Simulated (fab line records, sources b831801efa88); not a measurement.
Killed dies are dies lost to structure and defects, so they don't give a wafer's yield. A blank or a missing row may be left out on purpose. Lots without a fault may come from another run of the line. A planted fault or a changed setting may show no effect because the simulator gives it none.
One fault seen from 2 desks | flow sky130 | each desk has only its own numbers; what lay behind them comes last

THE METROLOGY DESK
What the gauges read, lot by lot, whatever tool the lot ran on: means of the sampled wafers that have a number. A lot is out of limits, marked OUT, if its mean lies more than 4 standard deviations from the usual mean; the brackets give that distance.
Columns: A = FIELD_ISO_OXIDATION_01_THK at SKY_FIELD_ISO_THK_MEAS_23, usual 9.98 nm; B = FIELD_ISO_CVD_24_THK at SKY_FIELD_ISO_THK_MEAS_25, usual 598 nm; C = NWELL_OXIDATION_THK at SKY_NWELL_THK_MEAS_02, usual 10.03 nm; D = DNWELL_TW at SKY_DNWELL_TW_MEAS_09, usual 1115; E = PWDE_OVL at SKY_PWDE_OVL_MEAS_07, usual -0.2 nm; F = PWDE_TW at SKY_PWDE_TW_MEAS_10, usual 374.4
lot  | first seen here | A     | B   | C     | D    | E    | F
L751 | day 2 12:24     | 9.81  | 610 | 10.32 | 1106 | -2.3 | 375.0
L758 | day 4 00:54     | 10.08 | 595 | 9.97  | 1110 | -0.8 | 374.7
L764 | day 5 07:59     | 9.97  | 597 | 9.85  | 1127 | -2.2 | 372.7
L768 | day 6 06:23     | 10.05 | 601 | 9.88  | 1108 | -0.2 | 374.3
L769 | day 6 13:50     | 9.76  | 593 | 9.85  | 1111 | -1.8 | 374.8
L773 | day 7 07:40     | 10.19 | 594 | 10.09 | 1119 | 1.9  | 371.2
This desk's finding: nothing out of limits on any of the 6 lots.

THE TOOL OWNER'S DESK: wet_bench-04
The tool's own readings at SKY_FIELD_ISO_WET_ETCH_28 (etches SiO2 in dHF, target depth 23.7 nm, time 47 s): means of the sampled wafers that have a number, for each lot that ran on this tool. A lot is out of limits, marked OUT, if its mean lies more than 4 standard deviations from the usual mean; the brackets give that distance.
Columns: A = run_length_s at SKY_FIELD_ISO_WET_ETCH_28, usual 76 s
lot  | first seen here | A
L758 | day 4 02:53     | 74
L764 | day 5 11:16     | 107 (+9.1) OUT
L769 | day 6 16:42     | 114 (+11) OUT
This desk's finding: out of limits on L764, L769; first on L764, day 5 11:16 (run_length_s at SKY_FIELD_ISO_WET_ETCH_28). In limits: L758.

PUT TOGETHER
The tool owner's desk could have raised an alarm at day 5 11:16, on L764, L769.
The metrology desk saw nothing out of limits.
The metrology desk has L764, L769 on record, within its limits.
Of the lots named, all ran SKY_FIELD_ISO_WET_ETCH_28 on wet_bench-04.

WHAT THE SIMULATOR HAD PUT IN
Process parameter drift: wet_bench-04, from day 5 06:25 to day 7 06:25, at SKY_FIELD_ISO_WET_ETCH_28. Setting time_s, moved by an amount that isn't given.
Lots struck among those shown: L764, L769.
Hours from the fault's start to each desk's first reading out of limits: the tool owner's desk, 5.
